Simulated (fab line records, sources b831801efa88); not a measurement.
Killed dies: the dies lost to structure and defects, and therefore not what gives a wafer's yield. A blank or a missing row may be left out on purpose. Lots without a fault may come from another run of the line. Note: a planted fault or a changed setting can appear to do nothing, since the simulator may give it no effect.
Which tool is to blame? :: flow gf180mcu :: 21 wafers from 7 lots sampled at 3 of the route's 602 steps

== WHAT THE GAUGES READ, wafer by wafer ==
GF_NSD_CD_MEAS_07: target cd 400 nm.
lot: L277
measured: day 13 13:32
on: cdSem-01
cdNm (nm): 399 400 402

lot: L279
measured: day 14 06:39
on: cdSem-01
cdNm (nm): 403 403 405

lot: L281
measured: day 15 12:24
on: cdSem-01
cdNm (nm): 403 403 404

lot: L283
measured: day 15 20:42
on: cdSem-01
cdNm (nm): 400 399 400

lot: L285
measured: day 16 17:09
on: cdSem-02
cdNm (nm): 398 397 394

lot: L293
measured: day 19 13:34
on: cdSem-01
cdNm (nm): 398 400 399

lot: L299
measured: day 21 10:45
on: cdSem-02
cdNm (nm): 395 396 395

== TOOL THAT RAN EACH LOT (tool first, then ch and the chambers of the sampled wafers, then the start) ==
lot: L277
GF_STI_CMP_25: cmp-01 ch 0,1,2, day 2 08:25
GF_STI_WET_ETCH_28: wetBench-03 ch 3, day 2 09:17

lot: L279
GF_STI_CMP_25: cmp-01 ch 0,2,3, day 2 19:25
GF_STI_WET_ETCH_28: wetBench-02 ch 0, day 2 20:20

lot: L281
GF_STI_CMP_25: cmp-01 ch 1,2, day 3 06:56
GF_STI_WET_ETCH_28: wetBench-03 ch 0, day 3 07:52

lot: L283
GF_STI_CMP_25: cmp-01 ch 0,2,3, day 3 16:41
GF_STI_WET_ETCH_28: wetBench-02 ch 2, day 3 17:30

lot: L285
GF_STI_CMP_25: cmp-02 ch 1,2,3, day 4 01:16
GF_STI_WET_ETCH_28: wetBench-02 ch 3, day 4 02:08

lot: L293
GF_STI_CMP_25: cmp-01 ch 1,2,3, day 5 21:36
GF_STI_WET_ETCH_28: wetBench-03 ch 1, day 5 22:19

lot: L299
GF_STI_CMP_25: cmp-01 ch 1,2,3, day 7 02:15
GF_STI_WET_ETCH_28: wetBench-01 ch 3, day 7 03:05
- GF_STI_CMP_25: polishes, stops on Si3N4, t overpolish 33 s, target thk 524.6 nm.
- GF_STI_WET_ETCH_28: etches SiO2 in dHF, target depth 20 nm, time 40 s.

== THE ANSWER, worked out from the rows above alone ==
Rule: the usual values come from the lots themselves. Put in order of their means at a reading, lots are off if they are a third of the lots or fewer, leave a main group of 4 or more, and stand apart from it by a gap of 3 or more times the standard deviation of the main group's means; of several such gaps the widest counts. A main group whose means are all the same, to the digits that the tables above print for the reading, isn't used. Also off: a lot with no number at a reading for which 4 or more lots have one. Any other lot the step has rows for is counted as sound.
Nothing can be told from this: no lot is off at any reading shown.

== WHAT THE SIMULATOR PUT IN ==
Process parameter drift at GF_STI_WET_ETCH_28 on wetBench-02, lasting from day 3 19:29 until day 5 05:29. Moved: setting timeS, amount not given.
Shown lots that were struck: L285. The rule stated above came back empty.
